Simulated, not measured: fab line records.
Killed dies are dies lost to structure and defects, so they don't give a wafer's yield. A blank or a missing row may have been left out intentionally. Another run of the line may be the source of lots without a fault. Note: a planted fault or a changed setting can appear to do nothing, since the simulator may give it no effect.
Which tool is to blame? || flow gf180mcu || 18 wafers from 6 lots sampled at 2 of the route's 602 steps

## WHAT EACH GAUGE READ, for each wafer
GF_PSD_RS_MEAS_14: measurement is done with a four-point probe.
{"lot": "L133", "measured": "day 14 11:55", "on": "filmMetro-01", "NSD_RS (ohm/sq)": "46.30 46.20 46.22"}
{"lot": "L138", "measured": "day 16 08:50", "on": "filmMetro-03", "NSD_RS (ohm/sq)": "46.17 46.19 46.17"}
{"lot": "L140", "measured": "day 17 17:38", "on": "filmMetro-01", "NSD_RS (ohm/sq)": "45.40 45.47 45.57"}
{"lot": "L146", "measured": "day 20 08:23", "on": "filmMetro-03", "NSD_RS (ohm/sq)": "46.18 46.07 46.10"}
{"lot": "L150", "measured": "day 21 09:08", "on": "filmMetro-02", "NSD_RS (ohm/sq)": "46.14 46.08 46.14"}
{"lot": "L152", "measured": "day 22 00:40", "on": "filmMetro-01", "NSD_RS (ohm/sq)": "46.16 46.20 46.11"}

## WHICH TOOL RAN EACH LOT (tool, then ch and the chambers of the sampled wafers, then the start)
{"lot": "L133", "GF_PSD_RTA_13": "rtpAnneal-01 ch 0, day 14 11:50"}
{"lot": "L138", "GF_PSD_RTA_13": "rtpAnneal-01 ch 0, day 16 08:44"}
{"lot": "L140", "GF_PSD_RTA_13": "rtpAnneal-02 ch 0, day 17 17:32"}
{"lot": "L146", "GF_PSD_RTA_13": "rtpAnneal-02 ch 0, day 20 08:18"}
{"lot": "L150", "GF_PSD_RTA_13": "rtpAnneal-02 ch 0, day 21 09:03"}
{"lot": "L152", "GF_PSD_RTA_13": "rtpAnneal-02 ch 0, day 22 00:34"}
- GF_PSD_RTA_13: time 20 s.

## THE ANSWER, worked out from the rows above alone
Rule: what is usual is taken from the lots themselves. Put in order of their means at a reading, lots are off if they are a third of the lots or fewer, leave a main group of 4 or more, and stand apart from it by a gap of 3 or more times the standard deviation of the main group's means; of several such gaps the widest counts. Not used: any main group whose means are identical at the precision the tables above print for the reading. Also off: a lot with no number at a reading for which 4 or more lots have one. Any other lot the step has rows for is counted as sound.
Off: L140, at GF_PSD_RS_MEAS_14 (NSD_RS). The main group: mean 46.16 ohm/sq, standard deviation 0.045.
If a tool, at a process step before that reading, ran all the lots that are off and no sound lot after the first of them, it fits. Gauges at GF_PSD_RS_MEAS_14: tried the same way as those tools. No candidate that was tried fits.

## WHAT THE SIMULATOR PUT IN
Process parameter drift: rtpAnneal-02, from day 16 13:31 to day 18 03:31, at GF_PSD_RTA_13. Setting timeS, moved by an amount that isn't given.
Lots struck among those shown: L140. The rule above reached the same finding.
